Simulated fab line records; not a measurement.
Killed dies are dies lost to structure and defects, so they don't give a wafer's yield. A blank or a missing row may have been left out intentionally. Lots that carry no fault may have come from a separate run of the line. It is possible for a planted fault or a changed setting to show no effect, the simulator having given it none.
Chamber matching | flow gf180mcu | GF_STI_ETCH_14 on rie si-01: 4 sister chambers
The step etches Si in HBr/Cl2/O2, target depth 360 nm, time 102.9 s. 4 wafers are shown with their chamber, then 8 later ones without.

## WAFERS, EACH WITH ITS CHAMBER
wafer  | chamber | drypump motor current A (A)
L460.5 | 3       | 5.89
L466.3 | 2       | 4.98
L466.6 | 0       | 5.69
L468.1 | 1       | 5.81

## WAFERS MISSING THEIR CHAMBER
wafer  | drypump motor current A (A)
L468.4 | 4.97
L468.6 | 5.89
L472.3 | 5.67
L472.4 | 4.98
L472.5 | 5.68
L476.1 | 4.98
L476.5 | 5.69
L476.6 | 5.85

## EACH ONE'S CHAMBER
wafer  | from the rows above     | in truth
L468.4 | 2                       | 2
L468.6 | 3                       | 3
L472.3 | 0                       | 0
L472.4 | 2                       | 2
L472.5 | 0                       | 0
L476.1 | 2                       | 2
L476.5 | 0                       | 0
L476.6 | can't be placed: 1 or 3 | 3
Correctly placed: 7 of 8. Unplaceable from these rows: 1, with the true chamber sitting among the candidates in 1. Placed wrongly: 0.
How it was worked out, from the rows above alone: a wafer's distance from a chamber is the root of the sum, over the readings, of the square of ((its reading less the chamber's mean) divided by the reading's scatter). If the next closest chamber is less than 2 further off than the closest, the wafer can't be placed; otherwise it belongs to the closest. Each chamber's mean is taken over the wafers shown for it. The scatter (one wafer shown for each chamber): square how far every hidden wafer sits from the nearest shown wafer, average those squares and take the square root.
